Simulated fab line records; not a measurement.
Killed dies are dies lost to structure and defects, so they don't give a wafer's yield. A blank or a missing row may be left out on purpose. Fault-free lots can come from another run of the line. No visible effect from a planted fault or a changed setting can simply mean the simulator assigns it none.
2 desks, one fault | flow gf180mcu | every desk sees just its own numbers, and what lay behind them comes last

METROLOGY DESK
Lot by lot, what the gauges showed, no matter which tool ran the lot: averages of those sampled wafers that carry a number. A lot is out of limits, marked OUT, if its mean lies more than 4 standard deviations from the usual mean; the brackets give that distance.
Columns: A = cd nm at GF_V2_CD_MEAS_14, usual 260.4 nm; B = V2_OVL at GF_V2_OVL_MEAS_15, usual -2 nm; C = V2_W_RS at GF_V2_RS_MEAS_24, usual 0.328 ohm/sq; D = V2_W_THK at GF_V2_THK_MEAS_25, usual 338 nm
lot  | first seen here | A     | B  | C     | D
L129 | day 20 16:58    | 258.8 | -2 | 0.327 | 336
L130 | day 21 03:29    | 259.9 | -3 | 0.328 | 339
L143 | day 25 16:11    | 260.2 | -1 | 0.329 | 336
L145 | day 26 08:11    | 261.3 | -5 | 0.334 | 334
L148 | day 26 23:19    | 258.1 | 1  | 0.329 | 337
L150 | day 27 14:44    | 261.2 | 4  | 0.328 | 337
Result from this desk: across the 6 lots, nothing is out of limits.

TOOL OWNER'S DESK, cvd w-01
The tool's own readings at GF_V2_CVD_23 (deposits W, target thk 350 nm, time 104.94 s): means of the sampled wafers that have a number, for each lot that ran on this tool. A lot is out of limits, marked OUT, if its mean lies more than 4 standard deviations from the usual mean; the brackets give that distance.
Columns: A = heater power w at GF_V2_CVD_23, usual 905 W
lot  | first seen here | A
L129 | day 20 17:53    | 819
L143 | day 25 17:12    | 841
L145 | day 26 09:14    | 830
Result from this desk: across the 3 lots, nothing is out of limits.

TAKEN TOGETHER
Metrology desk: nothing out of limits seen.
The desk of the tool owner found nothing out of limits.

WHAT HAD BEEN PUT IN BY THE SIMULATOR
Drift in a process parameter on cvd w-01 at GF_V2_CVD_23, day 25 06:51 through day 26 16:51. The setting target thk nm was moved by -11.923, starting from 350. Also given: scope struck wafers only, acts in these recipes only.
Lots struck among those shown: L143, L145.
